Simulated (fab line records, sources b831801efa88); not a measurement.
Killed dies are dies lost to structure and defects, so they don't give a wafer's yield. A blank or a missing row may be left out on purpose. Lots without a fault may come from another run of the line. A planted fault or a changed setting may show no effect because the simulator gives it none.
Problem report in the 8D (eight disciplines) form, filled by code | flow gf180mcu | the parts of the form that need people (team, actions taken, sign-off) are left out

1. THE PROBLEM
time_to_endpoint_s at GF_V1_CMP_04 reads a mean of 25 s on 3 wafers of 2 lots; wafers without a fault read 79 s with a standard deviation of 5. That is -11 standard deviations from the usual mean.
The step: polishes SiO2.
First seen on wafer L600.4, day 22 18:40, on cmp-01. The record holds 18 wafers of 6 lots with a number at this step. Rule for "out", or "out of limits": more than 4 standard deviations from the usual mean. The other wafers with a number count as sound.

2. WHAT IT IS AND WHAT IT IS NOT
question                    | is                     | is not
which readings at this step | time_to_endpoint_s     | motor_current_A, platen_rpm
which lots                  | L600, L601             | L586, L599, L602, L608
which wafers of those lots  | L600.4, L601.4, L601.5 | L600.3, L600.5, L601.2
read on which tools         | cmp-01                 | cmp-02
when                        | from day 22 18:40      | up to then (8 sound wafers); but 7 sound wafers of L601, L602, L608 came after

3. SUSPECTS, AND WHAT RULES EACH OUT
Counting: a tool at a process step up to the reading stays a suspect if it ran every lot that is out. Sound lots after the first of them don't rule it out here, since some wafers of a struck lot are sound.
- cmp-01 at GF_V1_CMP_04 (polishes SiO2): kept. It ran every lot that is out, first L600 (day 22 18:40); its last sound lot up to then is L586 (day 17 17:38). Its own readings are out on those wafers: time_to_endpoint_s.
- Within cmp-01 at GF_V1_CMP_04: the wafers that are out ran in chamber 0; their sound lot-mates ran in chambers 1, 2, 3.
Left after counting: cmp-01 at GF_V1_CMP_04.

4. THE CAUSE (what the simulator had put in)
Process parameter drift: cmp-01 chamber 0, from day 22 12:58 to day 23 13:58, at GF_V1_CMP_04. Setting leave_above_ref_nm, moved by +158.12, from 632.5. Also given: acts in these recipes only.
Counting left only this tool.

5. THE CHAIN OF EFFECTS, in route order
Each row: a reading whose mean over the struck wafers that have a number lies more than 3 standard deviations from the usual. Only readings for which the record gives a usual standard deviation are gone through. hours: the time from each lot's start at the first step in this table that gives one to its start at this step, as a median over the lots. sigmas: the change in usual standard deviations.
hours | step          | reading            | usual      | on struck wafers | change | sigmas
0     | GF_V1_CMP_04  | time_to_endpoint_s | 79 s       | 25               | -54    | -11
-     | GF_V1_ETCH_17 | oes_product_au     | 0.856 a.u. | 0.971            | +0.115 | +25
The process steps in it:
- GF_V1_CMP_04: polishes SiO2.
- GF_V1_ETCH_17: etches SiO2 in C4F8/O2/Ar, stops on TiN, target depth 630 nm.
Later measuring or inspecting steps at which every struck wafer that the step has a row for has a number for every such reading, and none has moved that far: GF_V1_BOW_MEAS_05, GF_V1_CD_MEAS_14, GF_V1_OVL_MEAS_15, GF_V1_RS_MEAS_24, GF_V1_THK_MEAS_25.

6. WHAT WOULD HAVE CAUGHT IT SOONER
In this record the first reading out of limits was taken at day 22 18:40, 6 hours after the fault began at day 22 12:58.
